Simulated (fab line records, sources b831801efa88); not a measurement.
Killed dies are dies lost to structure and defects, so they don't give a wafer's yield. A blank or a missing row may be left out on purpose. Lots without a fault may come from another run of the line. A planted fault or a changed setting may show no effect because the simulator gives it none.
Which tool did it? | flow sky130 | 24 lots, 72 wafers sampled, at 1 step of a route of 708

WHAT THE GAUGES READ, wafer by wafer
SKY_GATE_OXIDE_THK_MEAS_02. Usual: GATE_OXIDE_OXIDATION_00_THK 10.30 nm, standard deviation 0.17.
lot  | measured     | on            | GATE_OXIDE_OXIDATION_00_THK (nm) | flag
L074 | day 12 11:52 | film_metro-02 | 10.48 10.55 10.17                |
L075 | day 12 15:38 | film_metro-01 | 10.25 10.18 10.01                |
L076 | day 13 12:47 | film_metro-01 | 10.21 10.20 10.07                |
L077 | day 13 13:05 | film_metro-04 | 10.46 10.34 10.35                |
L078 | day 13 17:43 | film_metro-01 | 10.35 10.20 10.26                |
L079 | day 14 10:48 | film_metro-01 | 10.39 10.33 10.48                |
L080 | day 14 12:50 | film_metro-01 | 10.15 10.28 10.43                |
L081 | day 14 20:48 | film_metro-01 | 10.45 10.35 10.39                |
L082 | day 15 06:44 | film_metro-04 | 10.18 10.30 10.15                |
L083 | day 15 22:14 | film_metro-01 | 10.48 10.31 10.28                |
L084 | day 15 23:37 | film_metro-04 | 10.25 10.35 10.36                |
L085 | day 16 04:18 | film_metro-04 | 10.27 10.34 10.18                |
L086 | day 16 18:57 | film_metro-02 | 10.43 10.40 10.62                |
L087 | day 17 05:58 | film_metro-02 | 10.24 10.17 10.18                |
L088 | day 17 12:05 | film_metro-02 | 10.53 10.54 10.47                |
L089 | day 17 20:42 | film_metro-02 | 10.36 10.38 10.44                |
L090 | day 18 08:00 | film_metro-02 | 10.08 10.16 10.25                |
L092 | day 19 11:06 | film_metro-02 | 10.53 10.42 10.41                |
L091 | day 19 12:30 | film_metro-01 | 10.00 9.99 9.90                  |
L093 | day 19 15:53 | film_metro-02 | 10.52 10.42 10.22                |
L095 | day 19 21:00 | film_metro-02 | 10.08 9.98 10.04                 |
L094 | day 20 01:09 | film_metro-02 | 10.50 10.63 10.45                |
L096 | day 20 10:01 | film_metro-01 | 10.12 9.81 9.96                  |
L097 | day 21 00:17 | film_metro-01 | 10.48 10.57 10.52                |

WHICH TOOL RAN EACH LOT (tool, then ch and the chambers of the sampled wafers, then the start)
The record holds no process step before these readings.

WHAT THE TOOLS THEMSELVES READ (means of the sampled wafers that have a number; where no wafer has one, the mark that the record gives instead)
The record holds no such reading with a usual standard deviation.

THE ANSWER, worked out from the rows above alone
Rule: a lot is off if the mean of its wafers that have a number lies more than 3 standard deviations from the usual mean. A lot without any number at a reading at which 4 lots or more have one is off too. The other lots that the step has rows for count as sound. The gauges are gone through in route order, then the tools' own readings, and for those a lot's mean is taken as printed above. The first step at which some lot is off is used, and at that step the reading that is off furthest; a lot without a number counts as furthest.
No lot is off at any reading shown: from this, nothing can be told.

WHAT THE SIMULATOR HAD PUT IN
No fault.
